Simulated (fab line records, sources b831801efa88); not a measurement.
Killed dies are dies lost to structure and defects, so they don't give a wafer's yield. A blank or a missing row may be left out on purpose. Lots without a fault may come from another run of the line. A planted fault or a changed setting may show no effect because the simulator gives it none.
A sampling plan put to the test | flow gf180mcu | one fab line, 8 faults that these records tell of, each judged on the records of the lots that it struck
The plan is the line's own looks: the steps of the route at which a gauge or an inspection reads the wafer and doesn't change it. A look can be judged if struck wafers have a number there and the file gives its usual mean and standard deviation on fault-free wafers. Caught: at a look after the fault's first step, the mean of the struck wafers lies 4 or more of those standard deviations (sigma) from the usual mean. On the tool: the same test on the tool's own readings at the fault's steps. Another recipe on the struck wafers, or a record that is blank for them alone, also counts as caught.

THE FAULTS, as the simulator had put them in
1. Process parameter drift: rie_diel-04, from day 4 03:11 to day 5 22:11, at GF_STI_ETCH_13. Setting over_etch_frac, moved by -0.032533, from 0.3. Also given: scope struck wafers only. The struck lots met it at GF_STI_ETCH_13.
2. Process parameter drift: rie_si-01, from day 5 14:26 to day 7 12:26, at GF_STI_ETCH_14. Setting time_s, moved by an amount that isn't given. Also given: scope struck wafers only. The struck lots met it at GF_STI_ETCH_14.
3. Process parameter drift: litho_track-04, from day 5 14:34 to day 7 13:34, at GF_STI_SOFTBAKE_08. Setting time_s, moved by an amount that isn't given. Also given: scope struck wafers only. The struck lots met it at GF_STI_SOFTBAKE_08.
4. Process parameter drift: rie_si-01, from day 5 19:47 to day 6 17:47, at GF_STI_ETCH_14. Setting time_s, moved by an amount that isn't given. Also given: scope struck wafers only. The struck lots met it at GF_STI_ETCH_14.
5. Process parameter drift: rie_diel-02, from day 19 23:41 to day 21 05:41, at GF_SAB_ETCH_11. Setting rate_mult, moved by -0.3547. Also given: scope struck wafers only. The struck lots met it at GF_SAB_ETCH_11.
6. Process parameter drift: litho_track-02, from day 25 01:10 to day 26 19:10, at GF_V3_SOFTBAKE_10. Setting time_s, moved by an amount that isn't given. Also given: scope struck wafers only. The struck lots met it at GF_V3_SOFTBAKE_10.
7. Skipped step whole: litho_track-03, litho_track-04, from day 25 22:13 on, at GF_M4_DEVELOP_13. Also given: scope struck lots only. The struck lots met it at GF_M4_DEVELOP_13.
8. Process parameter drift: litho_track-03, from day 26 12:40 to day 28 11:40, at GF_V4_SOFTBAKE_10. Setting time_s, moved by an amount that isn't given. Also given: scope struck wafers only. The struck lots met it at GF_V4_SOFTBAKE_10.

WHAT THE PLAN SAW
fault | on the tool itself                               | first look that catches it                      | reading, sigma | median hours from its first step to that look | hours from the fault's start to the first struck lot there | judged looks passed uncaught
1     | only faintly: oes_product_au +2.9 sigma          | not the one look that can be judged after it    | -              | -                                             | -                                                          | 1
2     | run_length_s +16 sigma                           | none of the 2 looks that can be judged after it | -              | -                                             | -                                                          | 2
3     | run_length_s +11 sigma                           | none of the 2 looks that can be judged after it | -              | -                                             | -                                                          | 2
4     | run_length_s -11 sigma                           | none of the 3 looks that can be judged after it | -              | -                                             | -                                                          | 3
5     | oes_product_au -25 sigma                         | no look after it can be judged                  | -              | -                                             | -                                                          | 0
6     | run_length_s +62 sigma                           | no look after it can be judged                  | -              | -                                             | -                                                          | 0
7     | the tool's record is blank for the struck wafers | no look after it can be judged                  | -              | -                                             | -                                                          | 0
8     | run_length_s +15 sigma                           | not the one look that can be judged after it    | -              | -                                             | -                                                          | 1
A dash: the fault isn't caught, or these records don't give the number.

Caught at a look: 0 of 8. Caught on the tool: 7 of 8. By one or the other: 7 of 8.
Caught on the tool alone: faults 2, 3, 4, 5, 6, 7, 8.
Caught by neither: fault 1.
